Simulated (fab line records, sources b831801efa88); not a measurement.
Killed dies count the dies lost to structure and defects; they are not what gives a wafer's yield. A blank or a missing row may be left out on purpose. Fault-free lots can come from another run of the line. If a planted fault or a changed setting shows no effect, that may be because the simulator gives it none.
One fault seen from 2 desks ; flow sky130 ; only its own numbers are on each desk; what lay behind them is given at the end

TOOL OWNER'S DESK, implanter-03
The tool's own readings at SKY_NWELL_IMPLANT_24, given as means over the sampled wafers that have a number, one for each lot that went through this tool. The brackets show how far a lot's mean lies from the usual mean; more than 4 standard deviations puts the lot out of limits, marked OUT.
Columns: A = dose ions cm2 at SKY_NWELL_IMPLANT_24, usual 9.2e+12; B = faraday current uA at SKY_NWELL_IMPLANT_24, usual 52.1
lot;first seen here;A;B
L993;day 8 06:08;1.1e+13 (+99 or more) OUT;63.9 (+11) OUT
L995;day 8 21:04;1.1e+13 (+99 or more) OUT;62.5 (+9.5) OUT
Finding of this desk: L993, L995 out of limits; the first was L993 at day 8 06:08, on dose ions cm2 at SKY_NWELL_IMPLANT_24. In limits: none.

METROLOGY DESK
What the gauges read, lot by lot, whatever tool the lot ran on: means of the sampled wafers that have a number. The brackets show how far a lot's mean lies from the usual mean; more than 4 standard deviations puts the lot out of limits, marked OUT.
Columns: A = NWELL_OXIDATION_THK at SKY_NWELL_THK_MEAS_02, usual 10.05 nm; B = NWELL_TW at SKY_NWELL_TW_MEAS_15, usual 1833; C = NWELL_2_TW at SKY_NWELL_TW_MEAS_26, usual 497
lot;first seen here;A;B;C
L981;day 3 05:16;9.72;1809;496
L982;day 3 05:16;9.86;1830;501
L984;day 3 19:47;10.02;1843;502
L983;day 3 19:47;9.98;1844;493
L985;day 3 19:48;10.01;1849;501
L986;day 4 02:07;10.22;1839;494
L990;day 4 13:59;9.85;1810;493
L991;day 4 20:39;9.93;1831;503
L993;day 5 02:20;10.23;1813;523 (+6.0) OUT
L992;day 5 03:49;9.95;1842;494
L995;day 5 15:13;10.11;1856;523 (+6.0) OUT
L998;day 6 06:09;9.91;1838;497
L999;day 6 11:55;10.09;1813;494
L103;day 7 13:19;10.12;1840;501
This desk's finding: out of limits on L993, L995; first on L993, day 8 06:23 (NWELL_2_TW at SKY_NWELL_TW_MEAS_26). In limits: L981, L982, L984, L983, L985, L986, L990, L991, L992, L998, L999, L103.

ALL TOGETHER
At day 8 06:08, on L993, L995, the tool owner's desk was in a position to raise an alarm.
The metrology desk could have raised an alarm at day 8 06:23, on L993, L995.
The lots listed all ran SKY_NWELL_IMPLANT_24 on implanter-03.

WHAT THE SIMULATOR HAD PUT IN
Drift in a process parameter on implanter-03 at SKY_NWELL_IMPLANT_24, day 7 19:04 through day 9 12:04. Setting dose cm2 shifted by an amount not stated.
Struck lots among those shown: L993, L995.
Delay (hours) between the fault's onset and each desk's first out-of-limits reading: 11 at the tool owner's desk, 11 at the metrology desk.
